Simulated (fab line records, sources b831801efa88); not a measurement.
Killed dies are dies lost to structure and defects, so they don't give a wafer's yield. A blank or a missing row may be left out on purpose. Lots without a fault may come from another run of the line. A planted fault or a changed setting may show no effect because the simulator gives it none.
Which tool did it? | flow sky130 | 13 lots, 39 wafers sampled, at 4 steps of a route of 708

WHAT THE GAUGES READ, wafer by wafer
SKY_POLY_GATE_CD_MEAS_13: target cd 150 nm. Usual: cd_nm 150.1 nm, standard deviation 1.3.
lot  | measured     | on        | cd_nm (nm)        | flag
L341 | day 16 08:10 | cd_sem-02 | 151.1 151.1 149.9 |
L343 | day 16 21:11 | cd_sem-02 | 150.8 147.5 150.9 |
L342 | day 16 21:24 | cd_sem-02 | 149.2 150.1 151.2 |
L344 | day 17 10:26 | cd_sem-02 | 148.6 149.5 150.6 |
L345 | day 17 23:22 | cd_sem-01 | 150.0 149.8 150.8 |
L346 | day 18 03:46 | cd_sem-02 | 149.3 148.5 148.4 |
L353 | day 20 22:23 | cd_sem-01 | 150.1 149.8 147.9 |
L358 | day 23 12:52 | cd_sem-01 | 149.7 150.7 150.6 |
L360 | day 23 14:19 | cd_sem-01 | 148.9 150.5 148.6 |
L361 | day 24 00:43 | cd_sem-02 | 151.9 151.9 151.1 |
L363 | day 24 09:55 | cd_sem-02 | 149.1 150.8 149.1 |
L362 | day 24 11:11 | cd_sem-02 | 151.6 151.1 151.3 |
L364 | day 24 16:34 | cd_sem-02 | 149.6 150.2 151.1 |

SKY_SD_P_CD_MEAS_07: target cd 380 nm. Usual: cd_nm 379.7 nm, standard deviation 2.2.
lot  | measured     | on        | cd_nm (nm)        | flag
L341 | day 25 10:37 | cd_sem-02 | 379.2 381.2 382.1 |
L343 | day 25 22:59 | cd_sem-02 | 376.0 377.9 378.7 |
L342 | day 25 23:27 | cd_sem-01 | 378.5 379.2 378.8 |
L344 | day 26 12:30 | cd_sem-02 | 380.9 381.2 381.0 |
L345 | day 27 02:37 | cd_sem-01 | 379.8 379.9 379.1 |
L346 | day 27 05:48 | cd_sem-02 | 377.7 377.5 378.3 |
L353 | day 29 17:35 | cd_sem-01 | 383.2 382.1 379.9 |
L358 | day 32 13:31 | cd_sem-01 | 382.6 380.7 382.8 |
L360 | day 32 13:49 | cd_sem-01 | 378.1 378.1 378.4 |
L361 | day 32 13:35 | cd_sem-02 | 378.4 378.7 378.6 |
L363 | day 32 21:10 | cd_sem-02 | 380.4 380.2 380.3 |
L362 | day 32 21:31 | cd_sem-01 | 382.5 381.4 380.6 |
L364 | day 33 04:13 | cd_sem-01 | 381.1 382.1 384.2 |

SKY_SD_N_OVL_MEAS_08. Usual: SD_N_OVL 0.4 nm, standard deviation 1.2.
lot  | measured     | on         | SD_N_OVL (nm)  | flag
L341 | day 27 22:02 | overlay-01 | 0.3 -0.1 2.5   |
L343 | day 28 10:28 | overlay-02 | 0.5 0.4 -1.6   |
L342 | day 28 10:38 | overlay-01 | -0.7 1.0 0.8   |
L344 | day 28 22:22 | overlay-02 | 0.2 1.3 0.8    |
L345 | day 29 11:35 | overlay-01 | -1.1 -1.1 -1.3 |
L346 | day 29 15:08 | overlay-02 | -1.8 0.0 0.0   |
L353 | day 32 01:22 | overlay-01 | 1.2 -0.8 1.2   |
L358 | day 34 18:40 | overlay-01 | -1.2 -0.7 -0.8 |
L360 | day 34 19:23 | overlay-01 | 0.4 1.1 1.0    |
L361 | day 34 19:01 | overlay-01 | -0.8 -0.9 -0.4 |
L363 | day 35 01:22 | overlay-01 | 2.2 2.0 0.6    |
L362 | day 35 01:41 | overlay-01 | 0.6 1.2 1.4    |
L364 | day 35 09:02 | overlay-02 | 2.0 2.8 2.3    |

WHICH TOOL RAN EACH LOT (tool, then ch and the chambers of the sampled wafers, then the start)
lot  | SKY_SPACER_CVD_00
L341 | lpcvd-02 ch 1, day 22 21:53
L343 | lpcvd-02 ch 0, day 23 10:41
L342 | lpcvd-02 ch 1, day 23 10:41
L344 | lpcvd-02 ch 0, day 24 00:10
L345 | lpcvd-02 ch 0, day 24 14:26
L346 | lpcvd-02 ch 0, day 24 17:50
L353 | lpcvd-02 ch 0, day 27 07:16
L358 | lpcvd-02 ch 1, day 30 06:01
L360 | lpcvd-02 ch 1, day 30 06:01
L361 | lpcvd-02 ch 1, day 30 06:01
L363 | lpcvd-02 ch 1, day 30 13:11
L362 | lpcvd-02 ch 0, day 30 14:23
L364 | lpcvd-02 ch 1, day 30 20:13
- SKY_SPACER_CVD_00: deposits Si3N4 from DCS/NH3, target thk 43.1 nm, time 740 s.

WHAT THE TOOLS THEMSELVES READ (means of the sampled wafers that have a number; where no wafer has one, the mark that the record gives instead)
SKY_SPACER_CVD_00. Usual: spike_tc_bottom_C 794 C, standard deviation 3.6; spike_tc_centre_C 770.8 C, standard deviation 1.1; spike_tc_lower_C 769.6 C, standard deviation 1.4; zone_power_bottom_pct 19.1 %, standard deviation 0.77; zone_power_centre_pct 14.2 %, standard deviation 0.33; zone_power_lower_pct 13.5 %, standard deviation 0.56.
lot  | tool     | spike_tc_bottom_C (C) | spike_tc_centre_C (C) | spike_tc_lower_C (C) | zone_power_bottom_pct (%) | zone_power_centre_pct (%) | zone_power_lower_pct (%) | flag
L341 | lpcvd-02 | 798                   | 770.7                 | 770.9                | 18.3                      | 13.8                      | 13.0                     |
L343 | lpcvd-02 | 791                   | 771.4                 | 768.9                | 19.8                      | 14.5                      | 14.1                     |
L342 | lpcvd-02 | 798                   | 770.1                 | 771.7                | 18.3                      | 13.9                      | 12.9                     |
L344 | lpcvd-02 | 791                   | 771.3                 | 768.4                | 19.7                      | 14.4                      | 13.9                     |
L345 | lpcvd-02 | 791                   | 771.8                 | 769.4                | 19.7                      | 14.4                      | 14.0                     |
L346 | lpcvd-02 | 791                   | 771.6                 | 769.1                | 19.6                      | 14.5                      | 14.1                     |
L353 | lpcvd-02 | 785                   | 765.2                 | 814.7                | 14.8                      | 8.2                       | 27.7                     | OFF
L358 | lpcvd-02 | 798                   | 771.2                 | 770.7                | 18.3                      | 13.9                      | 12.9                     |
L360 | lpcvd-02 | 798                   | 769.9                 | 769.9                | 18.1                      | 13.8                      | 12.9                     |
L361 | lpcvd-02 | 798                   | 770.1                 | 770.3                | 18.5                      | 13.9                      | 13.0                     |
L363 | lpcvd-02 | 798                   | 770.6                 | 770.4                | 18.1                      | 13.9                      | 12.8                     |
L362 | lpcvd-02 | 792                   | 771.4                 | 768.1                | 19.7                      | 14.4                      | 14.0                     |
L364 | lpcvd-02 | 798                   | 769.4                 | 770.2                | 18.4                      | 13.7                      | 12.7                     |

THE ANSWER, worked out from the rows above alone
Rule: a lot is off if the mean of its wafers that have a number lies more than 3 standard deviations from the usual mean. A lot without any number at a reading at which 4 lots or more have one is off too. The other lots that the step has rows for count as sound. The gauges are gone through in route order, then the tools' own readings, and for those a lot's mean is taken as printed above. The first step at which some lot is off is used, and at that step the reading that is off furthest; a lot without a number counts as furthest.
Off: L353, at SKY_SPACER_CVD_00 (spike_tc_lower_C).
A tool fits if, at that step or a process step before it, it ran every lot that is off, and no sound lot after the first of them. None of those tried fits.

WHAT THE SIMULATOR HAD PUT IN
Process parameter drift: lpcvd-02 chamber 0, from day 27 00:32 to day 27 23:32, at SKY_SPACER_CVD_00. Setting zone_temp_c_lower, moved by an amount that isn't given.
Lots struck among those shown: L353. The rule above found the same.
